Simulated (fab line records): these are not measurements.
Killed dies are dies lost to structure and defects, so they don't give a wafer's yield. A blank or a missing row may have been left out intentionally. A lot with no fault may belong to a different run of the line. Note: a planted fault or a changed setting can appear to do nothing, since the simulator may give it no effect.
Matching of chambers | flow sky130 | 4 sister chambers for SKY_METAL3_ETCH_17 on rieDiel-01
The step etches SiO2 in C4F8/O2/Ar, stops on TiN, time 3.9 s, target depth 15 nm. 8 wafers are shown with their chamber, then 7 later ones without.

== WAFERS, EACH WITH ITS CHAMBER ==
wafer  | chamber | oesProductAu (a.u.)
L075.1 | 0       | 0.752
L078.6 | 1       | 0.756
L087.5 | 3       | 0.747
L091.1 | 3       | 0.752
L091.2 | 0       | 0.757
L091.4 | 2       | 0.750
L093.2 | 2       | 0.751
L093.3 | 1       | 0.744

== WAFERS MISSING THEIR CHAMBER ==
wafer  | oesProductAu (a.u.)
L093.6 | 0.743
L095.1 | 0.750
L095.4 | 0.744
L095.6 | 0.765
L097.3 | 0.756
L097.4 | 0.740
L097.5 | 0.755

== THE CHAMBER EACH PASSED THROUGH ==
wafer  | from the rows above               | in truth
L093.6 | can't be placed: 3 or 1 or 2 or 0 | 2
L095.1 | can't be placed: 1 or 2 or 3 or 0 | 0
L095.4 | can't be placed: 3 or 1 or 2 or 0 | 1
L095.6 | can't be placed: 0 or 2 or 1 or 3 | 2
L097.3 | can't be placed: 0 or 2 or 1 or 3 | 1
L097.4 | can't be placed: 3 or 1 or 2 or 0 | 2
L097.5 | can't be placed: 0 or 2 or 1 or 3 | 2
0 of 7 placed correctly. Unplaceable from these rows: 7, with the true chamber sitting among the candidates in 7. Wrongly placed: 0.
How it was worked out, from the rows above alone: a wafer's distance from a chamber is the root of the sum, over the readings, of the square of ((its reading less the chamber's mean) divided by the reading's scatter). If the next closest chamber is less than 2 further off than the closest, the wafer can't be placed; otherwise it belongs to the closest. Each chamber's mean is taken over the wafers shown for it. The scatter: take each reading less its chamber's mean, square it, sum over the shown wafers, divide by the number of wafers less the number of chambers, and take the root.
